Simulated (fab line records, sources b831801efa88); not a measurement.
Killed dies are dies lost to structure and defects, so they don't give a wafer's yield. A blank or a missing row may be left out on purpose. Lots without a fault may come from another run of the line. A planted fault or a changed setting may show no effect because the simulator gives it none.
Which tool did it? | flow sky130 | 24 lots, 72 wafers sampled, at 6 steps of a route of 708

WHAT THE GAUGES READ, wafer by wafer
SKY_VIA1_BOW_MEAS_03. Usual: VIA1_BOW 81 um, standard deviation 7.5.
lot  | measured     | on            | VIA1_BOW (um) | flag
L074 | day 33 00:08 | film_metro-01 | 83 87 75      |
L076 | day 33 22:01 | film_metro-03 | 83 84 87      |
L075 | day 33 22:58 | film_metro-01 | 78 82 67      |
L078 | day 34 07:10 | film_metro-03 | 76 80 78      |
L077 | day 34 09:53 | film_metro-03 | 77 92 77      |
L079 | day 34 12:10 | film_metro-03 | 93 72 80      |
L080 | day 35 05:32 | film_metro-03 | 87 64 78      |
L081 | day 35 13:34 | film_metro-03 | 86 90 87      |
L082 | day 35 15:49 | film_metro-03 | 77 82 95      |
L083 | day 35 16:53 | film_metro-01 | 77 81 79      |
L084 | day 36 05:19 | film_metro-02 | 77 77 89      |
L085 | day 36 15:59 | film_metro-03 | 89 81 63      |
L086 | day 36 19:53 | film_metro-03 | 74 76 90      |
L087 | day 37 04:12 | film_metro-03 | 89 73 86      |
L088 | day 37 07:41 | film_metro-01 | 94 78 80      |
L089 | day 37 16:13 | film_metro-01 | 77 63 86      |
L090 | day 37 19:38 | film_metro-02 | 93 79 75      |
L091 | day 38 06:05 | film_metro-02 | 79 69 72      |
L092 | day 38 15:25 | film_metro-03 | 69 65 61      |
L093 | day 38 23:10 | film_metro-01 | 88 74 88      |
L094 | day 38 23:46 | film_metro-03 | 77 92 73      |
L095 | day 39 10:05 | film_metro-01 | 78 77 94      |
L096 | day 39 11:20 | film_metro-03 | 79 87 79      |
L097 | day 39 21:14 | film_metro-01 | 86 84 81      |

SKY_METAL5_RS_MEAS_05: measures by four-point-probe. Usual: METAL5_ALCU_RS 0.02706 ohm/sq, standard deviation 0.0003.
lot  | measured     | on            | METAL5_ALCU_RS (ohm/sq) | flag
L074 | day 42 23:39 | film_metro-01 | 0.02695 0.02679 0.0269  |
L076 | day 43 18:17 | film_metro-01 | 0.02676 0.02672 0.0269  |
L075 | day 43 20:50 | film_metro-01 | 0.02718 0.0271 0.027    |
L078 | day 44 02:44 | film_metro-01 | 0.0267 0.02721 0.02705  |
L077 | day 44 07:13 | film_metro-03 | 0.02699 0.02686 0.02697 |
L079 | day 44 07:51 | film_metro-03 | 0.02752 0.02739 0.02748 |
L080 | day 45 00:01 | film_metro-03 | 0.02729 0.027 0.02692   |
L081 | day 45 03:37 | film_metro-03 | 0.02684 0.02679 0.02696 |
L082 | day 45 05:37 | film_metro-03 | 0.02709 0.02731 0.02712 |
L083 | day 45 07:58 | film_metro-01 | 0.02689 0.0266 0.02673  |
L084 | day 45 16:55 | film_metro-01 | 0.02684 0.02701 0.02689 |
L085 | day 46 01:36 | film_metro-01 | 0.02686 0.02695 0.02686 |
L086 | day 46 06:31 | film_metro-01 | 0.0273 0.02742 0.02716  |
L087 | day 46 11:52 | film_metro-04 | 0.02707 0.02698 0.02741 |
L088 | day 46 12:53 | film_metro-03 | 0.02739 0.02749 0.02756 |
L089 | day 46 22:41 | film_metro-04 | 0.02651 0.02645 0.02643 |
L090 | day 47 00:32 | film_metro-04 | 0.02673 0.02718 0.02707 |
L091 | day 47 11:41 | film_metro-04 | 0.02724 0.0274 0.0273   |
L092 | day 47 16:40 | film_metro-03 | 0.02676 0.02707 0.02658 |
L093 | day 47 23:24 | film_metro-01 | 0.02706 0.02711 0.02734 |
L094 | day 48 00:37 | film_metro-01 | 0.02686 0.02671 0.02679 |
L095 | day 48 05:33 | film_metro-03 | 0.02747 0.02743 0.02764 |
L096 | day 48 09:07 | film_metro-03 | 0.02691 0.02707 0.02722 |
L097 | day 48 17:41 | film_metro-01 | 0.02726 0.02736 0.02736 |

WHICH TOOL RAN EACH LOT (tool, then ch and the chambers of the sampled wafers, then the start)
lot  | SKY_METAL2_SPUTTER_03        | SKY_CAPM_STRIP_14                    | SKY_VIA3_CMP_02               | SKY_METAL4_SPUTTER_04
L074 | pvd_sputter-01, day 34 04:12 | plasma_asher-02 ch 0,1, day 37 14:32 | cmp-02 ch 0,1,3, day 38 18:01 | pvd_sputter-01, day 39 20:08
L076 | pvd_sputter-02, day 35 01:50 | plasma_asher-02 ch 0,1, day 38 10:35 | cmp-01 ch 0,1,2, day 39 13:05 | pvd_sputter-04, day 40 15:53
L075 | pvd_sputter-03, day 35 03:17 | plasma_asher-03 ch 0,1, day 38 13:08 | cmp-01 ch 0,2, day 39 15:41   | pvd_sputter-01, day 40 18:32
L078 | pvd_sputter-01, day 35 10:56 | plasma_asher-02 ch 0,1, day 38 19:53 | cmp-02 ch 0,2,3, day 39 21:39 | pvd_sputter-04, day 40 23:57
L077 | pvd_sputter-01, day 35 14:05 | plasma_asher-02 ch 0,1, day 38 22:45 | cmp-02 ch 1,2,3, day 40 01:49 | pvd_sputter-04, day 41 04:29
L079 | pvd_sputter-01, day 35 16:06 | plasma_asher-03 ch 0,1, day 39 00:07 | cmp-02 ch 1,2,3, day 40 03:11 | pvd_sputter-04, day 41 05:31
L080 | pvd_sputter-03, day 36 09:40 | plasma_asher-04 ch 0,1, day 39 18:30 | cmp-01 ch 0,2,3, day 40 20:54 | pvd_sputter-04, day 41 22:35
L081 | pvd_sputter-03, day 36 17:11 | plasma_asher-02 ch 0,1, day 40 01:13 | cmp-02 ch 0,1,3, day 41 03:18 | pvd_sputter-04, day 42 04:12
L082 | pvd_sputter-02, day 36 19:39 | plasma_asher-03 ch 0,1, day 40 02:25 | cmp-01 ch 1,3, day 41 04:53   | pvd_sputter-01, day 42 06:45
L083 | pvd_sputter-02, day 36 20:37 | plasma_asher-03 ch 0,1, day 40 03:50 | cmp-01 ch 0,3, day 41 06:33   | pvd_sputter-02, day 42 08:34
L084 | pvd_sputter-01, day 37 08:50 | plasma_asher-02 ch 0,1, day 40 14:33 | cmp-01 ch 1,2, day 41 16:22   | pvd_sputter-01, day 42 18:21
L085 | pvd_sputter-02, day 37 18:26 | plasma_asher-03 ch 0,1, day 40 23:34 | cmp-02 ch 2,3, day 42 00:50   | pvd_sputter-02, day 43 02:58
L086 | pvd_sputter-01, day 37 22:59 | plasma_asher-03 ch 0,1, day 41 05:29 | cmp-01 ch 0,2, day 42 07:09   | pvd_sputter-01, day 43 08:07
L087 | pvd_sputter-02, day 38 06:35 | plasma_asher-03 ch 0,1, day 41 13:20 | cmp-02 ch 0,2,3, day 42 15:27 | pvd_sputter-04, day 43 16:02
L088 | pvd_sputter-02, day 38 10:18 | plasma_asher-02 ch 0,1, day 41 14:16 | cmp-01 ch 0,2, day 42 16:07   | pvd_sputter-01, day 43 17:14
L089 | pvd_sputter-02, day 38 19:21 | plasma_asher-03 ch 0,1, day 41 23:01 | cmp-01 ch 2,3, day 43 00:26   | pvd_sputter-01, day 44 01:45
L090 | pvd_sputter-01, day 38 22:38 | plasma_asher-04 ch 0,1, day 42 02:02 | cmp-02 ch 0,1, day 43 03:13   | pvd_sputter-01, day 44 04:34
L091 | pvd_sputter-02, day 39 10:28 | plasma_asher-04 ch 0,1, day 42 14:59 | cmp-02 ch 0,2,3, day 43 15:41 | pvd_sputter-01, day 44 16:13
L092 | pvd_sputter-01, day 39 17:29 | plasma_asher-04 ch 0,1, day 42 20:30 | cmp-01 ch 0,1, day 43 21:51   | pvd_sputter-04, day 44 22:20
L093 | pvd_sputter-01, day 40 01:50 | plasma_asher-02 ch 0,1, day 43 05:35 | cmp-01 ch 0,1,3, day 44 04:58 | pvd_sputter-02, day 45 05:20
L094 | pvd_sputter-03, day 40 02:23 | plasma_asher-04 ch 0,1, day 43 05:36 | cmp-01 ch 1,2,3, day 44 05:56 | pvd_sputter-04, day 45 05:41
L095 | pvd_sputter-02, day 40 11:45 | plasma_asher-02 ch 0,1, day 43 14:30 | cmp-02 ch 0,2,3, day 44 14:54 | pvd_sputter-02, day 45 13:54
L096 | pvd_sputter-01, day 40 12:57 | plasma_asher-04 ch 0,1, day 43 16:14 | cmp-02 ch 0,1, day 44 16:07   | pvd_sputter-04, day 45 16:12
L097 | pvd_sputter-02, day 40 23:26 | plasma_asher-04 ch 0, day 44 01:14   | cmp-01 ch 2,3, day 45 01:11   | pvd_sputter-04, day 46 01:08
- SKY_METAL2_SPUTTER_03: material Ti, target thk 5 nm, time 3.3 s.
- SKY_CAPM_STRIP_14: strips in O2/N2.
- SKY_VIA3_CMP_02: polishes SiO2.
- SKY_METAL4_SPUTTER_04: material TiN, target thk 70 nm, time 58.3 s.

WHAT THE TOOLS THEMSELVES READ (means of the sampled wafers that have a number; where no wafer has one, the mark that the record gives instead)
SKY_METAL2_SPUTTER_03. Usual: throttle_valve_pct 30.5 %, standard deviation 1.2.
lot  | tool           | throttle_valve_pct (%) | flag
L074 | pvd_sputter-01 | 31.5                   |
L076 | pvd_sputter-02 | 30.4                   |
L075 | pvd_sputter-03 | 30.1                   |
L078 | pvd_sputter-01 | 30.6                   |
L077 | pvd_sputter-01 | 30.6                   |
L079 | pvd_sputter-01 | 31.5                   |
L080 | pvd_sputter-03 | 30.0                   |
L081 | pvd_sputter-03 | 30.5                   |
L082 | pvd_sputter-02 | 31.2                   |
L083 | pvd_sputter-02 | 30.0                   |
L084 | pvd_sputter-01 | 30.3                   |
L085 | pvd_sputter-02 | 29.3                   |
L086 | pvd_sputter-01 | 30.3                   |
L087 | pvd_sputter-02 | 30.9                   |
L088 | pvd_sputter-02 | 31.2                   |
L089 | pvd_sputter-02 | 31.7                   |
L090 | pvd_sputter-01 | 30.1                   |
L091 | pvd_sputter-02 | 31.2                   |
L092 | pvd_sputter-01 | 31.7                   |
L093 | pvd_sputter-01 | 30.3                   |
L094 | pvd_sputter-03 | 30.6                   |
L095 | pvd_sputter-02 | 30.6                   |
L096 | pvd_sputter-01 | 30.5                   |
L097 | pvd_sputter-02 | 29.5                   |

SKY_CAPM_STRIP_14. Usual: drypump_motor_current_A 5.9 A, standard deviation 0.56; oes_product_au 0.710 a.u., standard deviation 0.0043; strip_time_to_endpoint_s 12.66 s, standard deviation 0.052.
lot  | tool            | drypump_motor_current_A (A) | oes_product_au (a.u.) | strip_time_to_endpoint_s (s) | flag
L074 | plasma_asher-02 | 6.2                         | 0.713                 | 12.68                        |
L076 | plasma_asher-02 | 6.3                         | 0.710                 | 12.66                        |
L075 | plasma_asher-03 | 5.9                         | 0.711                 | 12.71                        |
L078 | plasma_asher-02 | 6.3                         | 0.713                 | 12.63                        |
L077 | plasma_asher-02 | 6.0                         | 0.712                 | 12.76                        |
L079 | plasma_asher-03 | 5.9                         | 0.708                 | 12.60                        |
L080 | plasma_asher-04 | 6.2                         | 0.705                 | 12.67                        |
L081 | plasma_asher-02 | 6.0                         | 0.709                 | 12.70                        |
L082 | plasma_asher-03 | 5.9                         | 0.706                 | 12.61                        |
L083 | plasma_asher-03 | 5.9                         | 0.712                 | 12.76                        |
L084 | plasma_asher-02 | 6.0                         | 0.714                 | 12.66                        |
L085 | plasma_asher-03 | 5.9                         | 0.708                 | 12.62                        |
L086 | plasma_asher-03 | 5.9                         | 0.711                 | 12.73                        |
L087 | plasma_asher-03 | 5.9                         | 0.707                 | 12.72                        |
L088 | plasma_asher-02 | 6.3                         | 0.710                 | 12.67                        |
L089 | plasma_asher-03 | 5.6                         | 0.712                 | 12.59                        |
L090 | plasma_asher-04 | 6.2                         | 0.709                 | 12.60                        |
L091 | plasma_asher-04 | 5.6                         | 0.705                 | 12.71                        |
L092 | plasma_asher-04 | 5.7                         | 0.713                 | 12.60                        |
L093 | plasma_asher-02 | 6.2                         | 0.710                 | 12.69                        |
L094 | plasma_asher-04 | 6.2                         | 0.707                 | 12.60                        |
L095 | plasma_asher-02 | 6.0                         | 0.711                 | 12.57                        |
L096 | plasma_asher-04 | 5.6                         | 0.710                 | 12.65                        |
L097 | plasma_asher-04 | 5.1                         | 0.713                 | 12.66                        |

SKY_VIA3_CMP_02. Usual: motor_current_A 11.7 A, standard deviation 0.93.
lot  | tool   | motor_current_A (A) | flag
L074 | cmp-02 | 11.6                |
L076 | cmp-01 | 12.1                |
L075 | cmp-01 | 12.2                |
L078 | cmp-02 | 11.8                |
L077 | cmp-02 | 11.0                |
L079 | cmp-02 | 11.3                |
L080 | cmp-01 | 11.6                |
L081 | cmp-02 | 11.3                |
L082 | cmp-01 | 11.4                |
L083 | cmp-01 | 11.6                |
L084 | cmp-01 | 12.1                |
L085 | cmp-02 | 11.6                |
L086 | cmp-01 | 12.4                |
L087 | cmp-02 | 11.9                |
L088 | cmp-01 | 12.1                |
L089 | cmp-01 | 12.6                |
L090 | cmp-02 | 11.0                |
L091 | cmp-02 | 12.2                |
L092 | cmp-01 | 11.4                |
L093 | cmp-01 | 11.2                |
L094 | cmp-01 | 12.1                |
L095 | cmp-02 | 11.9                |
L096 | cmp-02 | 11.1                |
L097 | cmp-01 | 12.6                |

SKY_METAL4_SPUTTER_04. Usual: throttle_valve_pct 30.3 %, standard deviation 1.3.
lot  | tool           | throttle_valve_pct (%) | flag
L074 | pvd_sputter-01 | 31.0                   |
L076 | pvd_sputter-04 | 29.7                   |
L075 | pvd_sputter-01 | 31.4                   |
L078 | pvd_sputter-04 | 29.7                   |
L077 | pvd_sputter-04 | 31.4                   |
L079 | pvd_sputter-04 | 30.2                   |
L080 | pvd_sputter-04 | 30.5                   |
L081 | pvd_sputter-04 | 30.5                   |
L082 | pvd_sputter-01 | 30.6                   |
L083 | pvd_sputter-02 | 31.3                   |
L084 | pvd_sputter-01 | 31.8                   |
L085 | pvd_sputter-02 | 31.3                   |
L086 | pvd_sputter-01 | 31.5                   |
L087 | pvd_sputter-04 | 29.3                   |
L088 | pvd_sputter-01 | 29.0                   |
L089 | pvd_sputter-01 | 30.6                   |
L090 | pvd_sputter-01 | 31.1                   |
L091 | pvd_sputter-01 | 30.0                   |
L092 | pvd_sputter-04 | 29.9                   |
L093 | pvd_sputter-02 | 30.8                   |
L094 | pvd_sputter-04 | 29.7                   |
L095 | pvd_sputter-02 | 29.5                   |
L096 | pvd_sputter-04 | 30.5                   |
L097 | pvd_sputter-04 | 30.4                   |

THE ANSWER, worked out from the rows above alone
Rule: a lot is off if the mean of its wafers that have a number lies more than 3 standard deviations from the usual mean. A lot without any number at a reading at which 4 lots or more have one is off too. The other lots that the step has rows for count as sound. The gauges are gone through in route order, then the tools' own readings, and for those a lot's mean is taken as printed above. The first step at which some lot is off is used, and at that step the reading that is off furthest; a lot without a number counts as furthest.
No lot is off at any reading shown: from this, nothing can be told.

WHAT THE SIMULATOR HAD PUT IN
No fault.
